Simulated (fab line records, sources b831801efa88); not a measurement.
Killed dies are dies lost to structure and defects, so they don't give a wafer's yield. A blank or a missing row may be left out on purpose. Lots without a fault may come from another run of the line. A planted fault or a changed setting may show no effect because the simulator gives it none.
One fault seen from 2 desks | flow sky130 | each desk has only its own numbers; what lay behind them comes last

THE METROLOGY DESK
What the gauges read, lot by lot, whatever tool the lot ran on: means of the sampled wafers that have a number. A lot is out of limits, marked OUT, if its mean lies more than 4 standard deviations from the usual mean; the brackets give that distance.
Columns: A = CAPM_CVD_00_THK at SKY_CAPM_THK_MEAS_01, usual 15.58 nm; B = CAP2M_OVL at SKY_CAP2M_OVL_MEAS_12, usual 0.0 nm
lot  | first seen here | A     | B
L130 | day 36 17:17    | 15.45 | 0.3
L133 | day 38 11:20    | 15.60 | 0.7
L137 | day 40 07:46    | 15.60 | 1.2
L140 | day 40 08:50    | 15.96 | -0.5
L141 | day 40 12:23    | 15.67 | 0.4
L143 | day 40 16:16    | 15.54 | 0.7
L142 | day 40 19:33    | 15.58 | -0.2
L144 | day 41 04:40    | 15.58 | 0.6
L145 | day 41 07:44    | 15.66 | -2.3
L147 | day 42 06:35    | 15.82 | 1.2
L149 | day 42 07:43    | 15.23 | -0.4
L150 | day 42 18:53    | 15.44 | -1.0
L151 | day 42 21:50    | 15.56 | -1.5
This desk's finding: nothing out of limits on any of the 13 lots.

THE TOOL OWNER'S DESK: plasma_asher-01
The tool's own readings at SKY_CAP2M_STRIP_14 (strips in O2/N2): means of the sampled wafers that have a number, for each lot that ran on this tool. A lot is out of limits, marked OUT, if its mean lies more than 4 standard deviations from the usual mean; the brackets give that distance.
Columns: A = chamber_pressure_mTorr at SKY_CAP2M_STRIP_14, usual 1499.7 mTorr; B = drypump_motor_current_A at SKY_CAP2M_STRIP_14, usual 5.6 A; C = oes_product_au at SKY_CAP2M_STRIP_14, usual 0.711 a.u.; D = strip_time_to_endpoint_s at SKY_CAP2M_STRIP_14, usual 12.64 s
lot  | first seen here | A      | B   | C     | D
L137 | day 44 10:19    | 1499.8 | 5.8 | 0.712 | 12.67
L140 | day 44 11:11    | 1500.9 | 5.8 | 0.714 | 12.59
L141 | day 44 13:34    | 1498.1 | 5.8 | 0.709 | 12.65
L142 | day 44 19:28    | 1499.0 | 5.8 | 0.714 | 12.68
L149 | day 46 05:11    | 1499.9 | 5.8 | 0.708 | 12.60
This desk's finding: nothing out of limits on any of the 5 lots.

PUT TOGETHER
The metrology desk saw nothing out of limits.
The tool owner's desk saw nothing out of limits.

WHAT THE SIMULATOR HAD PUT IN
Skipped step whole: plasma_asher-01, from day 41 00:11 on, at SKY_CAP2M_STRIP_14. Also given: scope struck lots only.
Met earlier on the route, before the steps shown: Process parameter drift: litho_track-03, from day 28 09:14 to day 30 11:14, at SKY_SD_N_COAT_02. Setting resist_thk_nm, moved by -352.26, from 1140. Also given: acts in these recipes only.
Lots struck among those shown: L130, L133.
